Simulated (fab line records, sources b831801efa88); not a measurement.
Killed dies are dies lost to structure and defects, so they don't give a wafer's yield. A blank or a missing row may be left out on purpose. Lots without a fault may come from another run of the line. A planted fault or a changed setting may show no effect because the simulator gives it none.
One fault seen from 2 desks | flow gf180mcu | each desk has only its own numbers; what lay behind them comes last

THE METROLOGY DESK
What the gauges read, lot by lot, whatever tool the lot ran on: means of the sampled wafers that have a number. A lot is out of limits, marked OUT, if its mean lies more than 4 standard deviations from the usual mean; the brackets give that distance.
Columns: A = M4_ALCU_THK at GF_M4_THK_MEAS_06, usual 439 nm; B = V4_CVD_00_THK at GF_V4_THK_MEAS_01, usual 599 nm; C = V4_BOW at GF_V4_BOW_MEAS_05, usual 136 um
lot  | first seen here | A   | B   | C
L714 | day 22 16:42    | 440 | 593 | 141
L713 | day 22 19:41    | 443 | 593 | 135
L715 | day 23 04:25    | 432 | 595 | 145
L716 | day 23 19:35    | 440 | 588 | 142
L717 | day 24 01:52    | 442 | 599 | 131
L718 | day 24 04:31    | 450 | 598 | 151
L719 | day 24 14:32    | 433 | 594 | 130
L720 | day 24 23:36    | 451 | 597 | 133
L721 | day 25 06:45    | 444 | 596 | 139
L729 | day 27 20:58    | 439 | 599 | 128
L731 | day 28 08:39    | 436 | 614 | 133
L735 | day 29 10:19    | 439 | 599 | 126
L736 | day 29 21:10    | 430 | 597 | 119
This desk's finding: nothing out of limits on any of the 13 lots.

THE TOOL OWNER'S DESK: cmp-02
The tool's own readings at GF_V4_CMP_04 (polishes SiO2): means of the sampled wafers that have a number, for each lot that ran on this tool. A lot is out of limits, marked OUT, if its mean lies more than 4 standard deviations from the usual mean; the brackets give that distance.
Columns: A = motor_current_A at GF_V4_CMP_04, usual 12.2 A; B = retaining_ring_pressure_frac at GF_V4_CMP_04, usual 1.000; C = time_to_endpoint_s at GF_V4_CMP_04, usual 86 s
lot  | first seen here | A    | B     | C
L714 | day 23 16:41    | 12.1 | 1.004 | 85
L713 | day 23 19:04    | 12.5 | 0.999 | 85
L715 | day 24 04:00    | 12.5 | 1.000 | 82
L716 | day 24 18:57    | 11.8 | 0.999 | 83
L720 | day 25 22:23    | 11.7 | 0.993 | 91
L729 | day 28 22:20    | 11.7 | 1.001 | 77
L731 | day 29 03:38    | 11.7 | 0.998 | 77
This desk's finding: nothing out of limits on any of the 7 lots.

PUT TOGETHER
The metrology desk saw nothing out of limits.
The tool owner's desk saw nothing out of limits.

WHAT THE SIMULATOR HAD PUT IN
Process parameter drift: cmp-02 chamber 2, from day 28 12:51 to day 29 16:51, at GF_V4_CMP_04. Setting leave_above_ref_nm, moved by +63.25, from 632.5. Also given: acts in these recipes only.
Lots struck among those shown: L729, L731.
